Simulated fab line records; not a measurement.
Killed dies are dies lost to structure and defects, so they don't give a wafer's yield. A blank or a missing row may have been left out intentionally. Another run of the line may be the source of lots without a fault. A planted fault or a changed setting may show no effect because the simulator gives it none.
Which tool is to blame? | flow sky130 | 13 lots with 39 wafers sampled at 3 steps, on a route of 708 steps

## WHAT THE GAUGES SHOWED, per wafer
SKY_METAL1_RS_MEAS_05: a four-point-probe measurement. Usual: METAL1_ALCU_RS gives 0.1266 ohm/sq (standard deviation 0.0013).
lot  | measured     | on            | METAL1_ALCU_RS (ohm/sq) | flag
L701 | day 31 20:26 | film-metro-02 | 0.1257 0.1255 0.1263    |
L702 | day 32 06:54 | film-metro-02 | 0.1249 0.1249 0.1240    |
L703 | day 32 08:48 | film-metro-02 | 0.1292 0.1297 0.1294    |
L708 | day 34 07:58 | film-metro-02 | 0.1270 0.1271 0.1278    |
L711 | day 36 02:38 | film-metro-04 | 0.1274 0.1261 0.1281    |
L712 | day 36 05:33 | film-metro-04 | 0.1277 0.1271 0.1279    |
L714 | day 36 07:18 | film-metro-01 | 0.1274 0.1262 0.1272    |
L717 | day 37 06:28 | film-metro-02 | 0.1273 0.1260 0.1266    |
L719 | day 38 06:37 | film-metro-01 | 0.1275 0.1272 0.1277    |
L720 | day 38 08:46 | film-metro-02 | 0.1261 0.1276 0.1264    |
L721 | day 38 13:14 | film-metro-04 | 0.1270 0.1263 0.1269    |
L722 | day 38 20:01 | film-metro-01 | 0.1267 0.1269 0.1273    |
L723 | day 38 22:18 | film-metro-04 | 0.1265 0.1266 0.1272    |

SKY_VIA1_OVL_MEAS_13. Usual: VIA1_OVL gives 2 nm (standard deviation 5.2).
lot  | measured     | on         | VIA1_OVL (nm) | flag
L701 | day 34 04:10 | overlay-02 | 8 5 6         |
L702 | day 34 13:49 | overlay-02 | -4 -3 -5      |
L703 | day 34 15:44 | overlay-02 | 8 2 7         |
L708 | day 36 14:37 | overlay-02 | 1 -3 -2       |
L711 | day 38 07:32 | overlay-02 | 11 3 6        |
L712 | day 38 11:10 | overlay-01 | 0 2 2         |
L714 | day 38 12:42 | overlay-01 | -6 -1 3       |
L717 | day 39 10:30 | overlay-01 | 4 -1 6        |
L719 | day 40 09:56 | overlay-01 | 0 -2 5        |
L720 | day 40 12:17 | overlay-02 | 6 10 -4       |
L721 | day 40 16:28 | overlay-02 | 9 -5 9        |
L722 | day 40 23:08 | overlay-01 | 6 4 4         |
L723 | day 41 00:32 | overlay-01 | 1 -8 -1       |

## WHICH TOOL RAN EACH LOT (tool, then ch and the chambers of the sampled wafers, then the start)
lot  | SKY_CONTACT_DEVELOP_13
L701 | litho-track-01 ch 0, day 31 18:00
L702 | litho-track-02 ch 0, day 32 05:00
L703 | litho-track-02 ch 0, day 32 06:00
L708 | litho-track-01 ch 0, day 34 06:00
L711 | litho-track-01 ch 0, day 36 00:00
L712 | litho-track-03 ch 0, day 36 03:00
L714 | litho-track-03 ch 0, day 36 05:00
L717 | litho-track-03 ch 0, day 37 04:00
L719 | litho-track-02 ch 0, day 38 04:00
L720 | litho-track-01 ch 0, day 38 06:00
L721 | litho-track-03 ch 0, day 38 11:00
L722 | litho-track-03 ch 0, day 38 18:00
L723 | litho-track-01 ch 0, day 38 20:00
- SKY_CONTACT_DEVELOP_13: develop time 60 s.

## AS READ BY THE TOOLS THEMSELVES (means over the sampled wafers that have a number; for cases with no such wafer, the mark the record gives instead)
SKY_CONTACT_DEVELOP_13. Usual: developer-temp-C 21.00 C, standard deviation 0.1.
lot  | tool           | developer-temp-C (C) | flag
L701 | litho-track-01 | 21.03                |
L702 | litho-track-02 | 21.04                |
L703 | litho-track-02 | 21.03                |
L708 | litho-track-01 | 23.04                | OFF
L711 | litho-track-01 | 23.12                | OFF
L712 | litho-track-03 | 21.07                |
L714 | litho-track-03 | 21.06                |
L717 | litho-track-03 | 20.99                |
L719 | litho-track-02 | 21.02                |
L720 | litho-track-01 | 20.94                |
L721 | litho-track-03 | 20.93                |
L722 | litho-track-03 | 20.96                |
L723 | litho-track-01 | 21.01                |

## THE ANSWER, worked out from the rows above alone
Rule: lot off if the mean of its wafers having a number is beyond 3 standard deviations from the usual mean. Also off: a lot with no number at a reading for which 4 or more lots have one. Where the step has rows for the other lots, those lots are counted as sound. After the gauges, taken in route order, come the tools' own readings; for these a lot's mean is taken, as printed above. The first step at which some lot is off is used, and at that step the reading that is off furthest; a lot without a number counts as furthest.
Off: L708, L711 (SKY_CONTACT_DEVELOP_13, developer-temp-C).
If a tool, at that step or one of the process steps before it, ran each lot that is off and ran no sound lot following the first of them, it fits. Not one of the candidates tried fits.

## WHAT THE SIMULATOR PUT IN
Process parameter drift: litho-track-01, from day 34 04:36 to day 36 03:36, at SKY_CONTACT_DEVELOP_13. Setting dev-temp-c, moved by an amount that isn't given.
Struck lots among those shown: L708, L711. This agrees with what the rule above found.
